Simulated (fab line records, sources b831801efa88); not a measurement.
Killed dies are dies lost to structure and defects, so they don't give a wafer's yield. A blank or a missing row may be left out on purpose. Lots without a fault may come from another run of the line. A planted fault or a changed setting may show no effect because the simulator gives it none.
Split-lot experiment | flow gf180mcu | 5 lots, 23 wafers read, on a route of 602 steps

THE SPLIT
At GF_VT_IMPLANT_IMPLANT_19, the setting dose_cm2 was moved away from the recipe's 4.35e+12 on 7 of the 23 wafers read, by -5.8% to +7.4%. The other wafers ran this setting at the recipe's value.

FROM THE SPLIT TO THE READING: what the file shows between them, 1 step
- GF_VT_IMPLANT_STRIP_20: strips in O2/N2

THE READING
VT_IMPLANT_2_TW, at GF_VT_IMPLANT_TW_MEAS_21. Fault-free wafers of this fab line usually give 1218, standard deviation 9.3.

wafer  | tool, chamber at the split | dose_cm2 as run | against the recipe | VT_IMPLANT_2_TW | against lot-mates on the recipe
L074.1 | implanter-02, 0            | 4.35e+12        | recipe             | 1222            | -
L074.2 | implanter-02, 0            | 4.35e+12        | recipe             | 1217            | -
L074.3 | implanter-02, 0            | 4.673e+12       | +7.4%              | 1239            | +20
L074.5 | implanter-02, 0            | 4.673e+12       | +7.4%              | 1245            | +26
L074.6 | implanter-02, 0            | 4.673e+12       | +7.4%              | 1247            | +28
L075.1 | implanter-03, 0            | 4.35e+12        | recipe             | 1219            | -
L075.2 | implanter-03, 0            | 4.099e+12       | -5.8%              | 1193            | -24
L075.3 | implanter-03, 0            | 4.35e+12        | recipe             | 1222            | -
L075.5 | implanter-03, 0            | 4.35e+12        | recipe             | 1211            | -
L075.6 | implanter-03, 0            | 4.099e+12       | -5.8%              | 1197            | -20
L076.1 | implanter-02, 0            | 4.35e+12        | recipe             | 1212            | -
L076.3 | implanter-02, 0            | 4.35e+12        | recipe             | 1218            | -
L076.4 | implanter-02, 0            | 4.35e+12        | recipe             | 1219            | -
L076.5 | implanter-02, 0            | 4.35e+12        | recipe             | 1220            | -
L076.6 | implanter-02, 0            | 4.35e+12        | recipe             | 1220            | -
L081.1 | implanter-02, 0            | 4.35e+12        | recipe             | 1222            | -
L081.2 | implanter-02, 0            | 4.566e+12       | +5.0%              | 1238            | +15
L081.3 | implanter-02, 0            | 4.566e+12       | +5.0%              | 1250            | +27
L081.4 | implanter-02, 0            | 4.35e+12        | recipe             | 1224            | -
L081.6 | implanter-02, 0            | 4.35e+12        | recipe             | 1224            | -
L084.1 | implanter-03, 0            | 4.35e+12        | recipe             | 1226            | -
L084.3 | implanter-03, 0            | 4.35e+12        | recipe             | 1222            | -
L084.4 | implanter-03, 0            | 4.35e+12        | recipe             | 1226            | -

THE FIT
A straight line over all 23 wafers: VT_IMPLANT_2_TW changes by +3.76 for each +1% of dose_cm2; r = +0.94; the points scatter about the line by 5.
The same after taking each lot's own level away (the mean of its wafers on the recipe; 23 wafers): +3.57 for each +1%; r = +0.96; scatter 3.7.
On that fit, the largest move of dose_cm2 shifts the reading by 27.
The lots' own levels span 1217.3 to 1224.7, that is 0.8 times the standard deviation above.
So the lot-to-lot level changes the slope little: the two slopes agree.
Check: with one of the wafers moved furthest among these (+7.4%) left out of the fit, the line predicts +28.1 for it against its lot-mates. It came out at +19.5 against them.

OTHER SPLITS ON THESE WAFERS
These wafers also went through other splits before the reading. Each is held against what the fit with the lots' levels taken away leaves over:
other split on the same wafers      | wafers away from the commonest value | r with VT_IMPLANT_2_TW (lot level and that fit taken away)
GF_STI_COAT_07 resist_thk_nm        | 9                                    | +0.03
GF_STI_ETCH_14 time_s               | 11                                   | -0.02
GF_DNWELL_COAT_02 spin_rpm          | 8                                    | +0.20
GF_DNWELL_EXPOSE_04 dose_mj         | 8                                    | +0.23
GF_NWELL_COAT_02 resist_thk_nm      | 6                                    | +0.18
GF_NWELL_STRIP_10 o2_flow_sccm      | 6                                    | +0.34
GF_LVPWELL_IMPLANT_09 energy_kev    | 11                                   | +0.12
GF_MVSD_IMPLANT_09 energy_kev       | 8                                    | -0.14
GF_MVSD_STRIP_10 o2_flow_sccm       | 11                                   | +0.32
GF_MVPSD_IMPLANT_09 dose_cm2        | 8                                    | +0.14
GF_VT_IMPLANT_COAT_02 resist_thk_nm | 7                                    | +0.28
GF_VT_IMPLANT_COAT_13 spin_rpm      | 9                                    | -0.39

THE FILE'S OWN FIT
VT_IMPLANT_2_TW changes by +3.65 for each +1% of dose_cm2, r = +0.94.
